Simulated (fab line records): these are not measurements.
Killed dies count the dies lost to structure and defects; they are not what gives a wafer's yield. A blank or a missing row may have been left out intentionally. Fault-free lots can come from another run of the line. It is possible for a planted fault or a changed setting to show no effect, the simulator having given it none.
Struck lot and sound lot, side by side / flow sky130 / 14 steps out of a route of 708
Sound: wafers L260.1, L260.4, L260.5. Wafers L259.3, L259.5, L259.6 were the ones struck. At the end, the cause is stated.
At each step with rows: each side's tool, then ch and its chambers, then its first start. Under that, the readings that differ: sound wafers / struck wafers / difference of the means / sigmas: that difference in standard deviations of wafers without a fault.
alike: readings whose means differ by less than 2 such deviations, and words and numbers that are the same on both sides. not compared: withheld readings, readings that some wafer has no value for, bounds like >300 that may hide the same value, and numbers for which the record gives no deviation and whose values overlap.
Wherever a step has rows on one side only, a row that says differs or no value, or a row with sigmas, the two part there. Numbers that don't overlap but have no deviation are shown without sigmas and don't part them. A reading that every wafer of one side lacks parts them only if that side has two wafers or more.

SKY_NWELL_RS_MEAS_29: a four-point-probe measurement.
  sound on film-metro-02, day 9 00:44; struck on film-metro-03, day 8 16:28
  alike: NWELL_RS
SKY_NWELL_RS_MEAS_31: a four-point-probe measurement.
  sound on film-metro-02, day 9 00:58; struck on film-metro-03, day 8 16:43
  alike: PWDE_RS
then, 7 steps without rows for these wafers: SKY_VT_ADJUST_HVTP_DEHYDRATE_00 (time 60 s); SKY_VT_ADJUST_HVTP_HMDS_01 (prime time 60 s); SKY_VT_ADJUST_HVTP_COAT_02 (resist thk 1140 nm); SKY_VT_ADJUST_HVTP_SOFTBAKE_03 (time 60 s); SKY_VT_ADJUST_HVTP_EXPOSE_04 (exposes mask HVTPM, target cd 380 nm); SKY_VT_ADJUST_HVTP_PEB_05; SKY_VT_ADJUST_HVTP_DEVELOP_06 (develop time 60 s).
SKY_VT_ADJUST_HVTP_CD_MEAS_07 targets a cd of 380 nm.
  sound on cd-sem-02, day 9 21:55; struck on cd-sem-01, day 9 14:01
  alike: cd-nm
SKY_VT_ADJUST_HVTP_OVL_MEAS_08:
  sound on overlay-01, day 9 22:02; struck on overlay-01, day 9 14:07
  alike: VT_ADJUST_HVTP_OVL
SKY_VT_ADJUST_HVTP_IMPLANT_09:
  sound on implanter-04 ch 0, day 9 22:04; struck on implanter-02 ch 0, day 9 14:11
reading=beam-energy-keV; sound=149.94 149.92 149.96; struck=159.83 159.87 159.85; difference=+9.91; sigmas=+99 or more
reading=model.implant.rp-nm (nm); sound=81.47 81.47 81.47; struck=90.34 90.34 90.34; difference=+8.87; sigmas=
reading=model.implant.drp-nm (nm); sound=33.4 33.4 33.4; struck=35.23 35.23 35.23; difference=+1.83; sigmas=
SKY_VT_ADJUST_HVTP_STRIP_10: strips in O2/N2.
  sound on plasma-asher-02 ch 0,1, day 9 22:13; struck on plasma-asher-04 ch 0,1, day 9 14:19
  alike: drypump-motor-current-A, oes-product-au, strip-time-to-endpoint-s
  not compared: rf-hours-counter-h
-- record jumps: 39 days separate the struck wafers' starts on either side; left off in module VT_ADJUST_HVTP, taken up again in module PAD_OPEN, whose first shown step is the route's number 708 --
SKY_PAD_OPEN_PROBE_99:
  sound on prober-01, day 49 09:21; struck on prober-02, day 49 02:07
reading=model.etest.tip-p.rs-ohm-sq; sound=7018 7048 7039; struck=6611 6576 6553; difference=-455; sigmas=
reading=model.etest.pfet_01v8_mvt.drive-ua-um; sound=148.7 149.2 149.1; struck=164.1 166.8 164.2; difference=+16.0; sigmas=
reading=model.etest.pfet_01v8_mvt.off-log10-a-um; sound=-11.21 -11.2 -11.14; struck=-9.157 -9.264 -9.162; difference=+1.989; sigmas=
reading=model.etest.pfet_01v8.off-log10-a-um; sound=-10.16 -9.906 -9.887; struck=-8.784 -8.645 -8.789; difference=+1.245; sigmas=
reading=model.etest.sram-pfet-latch.off-log10-a-um; sound=-12.94 -12.89 -12.81; struck=-12.17 -12.32 -12.05; difference=+0.70; sigmas=
reading=model.etest.pfet_01v8_hvt.off-log10-a-um; sound=-13.34 -13.1 -13.16; struck=-12.54 -12.58 -12.52; difference=+0.65; sigmas=
reading=model.etest.pfet_01v8_mvt.vt-sat-v (V); sound=-0.6144 -0.6119 -0.6121; struck=-0.4404 -0.4363 -0.4335; difference=+0.1761; sigmas=
reading=model.etest.pfet_01v8_mvt.vt-v (V); sound=-0.6966 -0.6953 -0.6979; struck=-0.538 -0.5312 -0.5278; difference=+0.164; sigmas=
  alike: killed_at_M0_to_M3, killed_at_M4_up, killed-at-contacts, killed-at-front-end, killed-at-other, killed-dies, killed-on-rim, killed-open, killed-short

== WHERE THEY PART ==
Within this record, at SKY_VT_ADJUST_HVTP_IMPLANT_09 only. Later steps at which nothing parts them and some readings are alike: SKY_VT_ADJUST_HVTP_STRIP_10, SKY_PAD_OPEN_PROBE_99.

WHY: what had been put in by the simulator
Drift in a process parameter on implanter-02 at SKY_VT_ADJUST_HVTP_IMPLANT_09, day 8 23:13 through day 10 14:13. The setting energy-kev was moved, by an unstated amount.
